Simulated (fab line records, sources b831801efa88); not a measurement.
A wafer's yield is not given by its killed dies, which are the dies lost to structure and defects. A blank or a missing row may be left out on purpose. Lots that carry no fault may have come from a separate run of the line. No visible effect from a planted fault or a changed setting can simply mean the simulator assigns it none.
A struck lot beside a sound one | flow sky130 | 18 steps out of a route of 708
Sound: the wafers L402.2, L402.5, L402.6. Struck: wafer L411.2 (left out: L411.4, a lot-mate that was not struck); the cause follows at the end.
At each step with rows: each side's tool, then ch and its chambers, then its first start. Under that, the readings that differ: sound wafers | struck wafers | difference of the means | sigmas: that difference in standard deviations of wafers without a fault.
alike: readings whose means differ by less than 2 such deviations, and words and numbers that are the same on both sides. not compared: withheld readings, readings that some wafer has no value for, bounds like >300 that may hide the same value, and numbers for which the record gives no deviation and whose values overlap.
A row with sigmas, a row that says differs or no value, or rows on one side alone: a step with any of these is where the two part. When numbers do not overlap yet have no deviation, they are printed without sigmas and do not part them. Lack of a reading on every wafer of one side parts them only where that side has two or more wafers.

first, 2 steps without rows for these wafers: SKY_CONTACT_PEB_12; SKY_CONTACT_DEVELOP_13 (develop time 60 s).
SKY_CONTACT_CD_MEAS_14 targets a cd of 170 nm.
  sound on cd_sem-02 at day 32 00:37; struck on cd_sem-01 at day 35 02:41
  alike: cd_nm
SKY_CONTACT_OVL_MEAS_15:
  sound on overlay-01 at day 32 00:44; struck on overlay-02 at day 35 02:47
  alike: CONTACT_OVL
SKY_CONTACT_ETCH_16: etches BARC in N2/H2, stops on SiO2, time 45.9 s, target depth 60 nm.
  sound on rie_diel-01 ch 0,3, day 32 00:46; struck on rie_diel-03 ch 3, day 35 02:49
  alike: drypump_motor_current_A, oes_product_au, rf_fwd_power_W, throttle_valve_pct
  not compared: rf_hours_counter_h
SKY_CONTACT_ETCH_17: etches SiO2 in C4F8/O2/Ar, stops on Si3N4, target depth 340 nm.
  sound on rie_diel-01 ch 0,3, day 32 00:48; struck on rie_diel-03 ch 3, day 35 02:51
  alike: oes_product_au, rf_fwd_power_W
SKY_CONTACT_ETCH_18: etches Si3N4 in CHF3/O2, stops on TiN, time 39 s, target depth 75 nm.
  sound: rie_diel-01 ch 0,3; struck: rie_diel-03 ch 3
  reading               | sound             | struck | difference | sigmas
  oes_product_au (a.u.) | 0.855 0.874 0.859 | 0.842  | -0.021     | -3
  alike: O2_flow_sccm, drypump_motor_current_A, rf_fwd_power_W, throttle_valve_pct
  not compared: rf_hours_counter_h
SKY_CONTACT_STRIP_19: strips in O2/N2.
  sound on plasma_asher-03 ch 0,1, day 32 00:53; struck on plasma_asher-03 ch 0, day 35 02:56
  alike: drypump_motor_current_A, oes_product_au, strip_time_to_endpoint_s
  not compared: rf_hours_counter_h
then, 3 steps without rows for these wafers: SKY_CONTACT_STRIP_20 (strips in post etch residue remover, time 1200 s); SKY_CONTACT_CLEAN_21 (cleans in IPA, time 180 s); SKY_CONTACT_CLEAN_22 (cleans in O3/DIW).
SKY_CONTACT_SPUTTER_23: material TiN, target thk 20 nm, time 80 s.
  sound on pvd_sputter-03 at day 32 01:29; struck on pvd_sputter-01 at day 35 03:32
  alike: throttle_valve_pct
SKY_CONTACT_CVD_24: deposits W, target thk 340 nm, time 102.12 s.
  sound on cvd_w-02 ch 0,1, day 32 01:33; struck on cvd_w-01 ch 1, day 35 03:36
  reading                               | sound             | struck | difference | sigmas
  model.W_of_CONTACT_CVD_24.thk_nm (nm) | 335.8 336.4 339.3 | 496.8  | +159.6     |
  alike: heater_power_outer_w, heater_power_w
SKY_CONTACT_RS_MEAS_25: the measuring method here is four-point-probe.
  sound on film_metro-02 at day 32 01:41; struck on film_metro-04 at day 35 03:44
  reading               | sound             | struck | difference | sigmas
  CONTACT_W_RS (ohm/sq) | 0.342 0.342 0.339 | 0.230  | -0.111     | -35
SKY_CONTACT_THK_MEAS_26: measures by xrf.
  sound on film_metro-02 at day 32 01:47; struck on film_metro-04 at day 35 03:50
  reading            | sound       | struck | difference | sigmas
  CONTACT_W_THK (nm) | 342 341 346 | 499    | +156       | +42
SKY_CONTACT_CMP_27: polishes, stops on SiO2, t overpolish 15 s, target thk 0 nm.
  sound on cmp-02 ch 0,3, day 32 01:53; struck on cmp-01 ch 0, day 35 03:56
  reading                | sound    | struck | difference | sigmas
  time_to_endpoint_s (s) | 82 80 82 | 125    | +44        | +14
  alike: motor_current_A
then, 1 step without rows for these wafers: SKY_METAL1_SPUTTER_00 (material Ti, target thk 15 nm, time 10 s).
SKY_PAD_OPEN_PROBE_99:
  the record holds rows for the sound wafers here (prober-01, day 46 04:11) but none for the struck ones

== WHERE THEY PART ==
Earliest at SKY_CONTACT_ETCH_18; latest, in this record, at SKY_PAD_OPEN_PROBE_99.

WHY: whatever the simulator had introduced
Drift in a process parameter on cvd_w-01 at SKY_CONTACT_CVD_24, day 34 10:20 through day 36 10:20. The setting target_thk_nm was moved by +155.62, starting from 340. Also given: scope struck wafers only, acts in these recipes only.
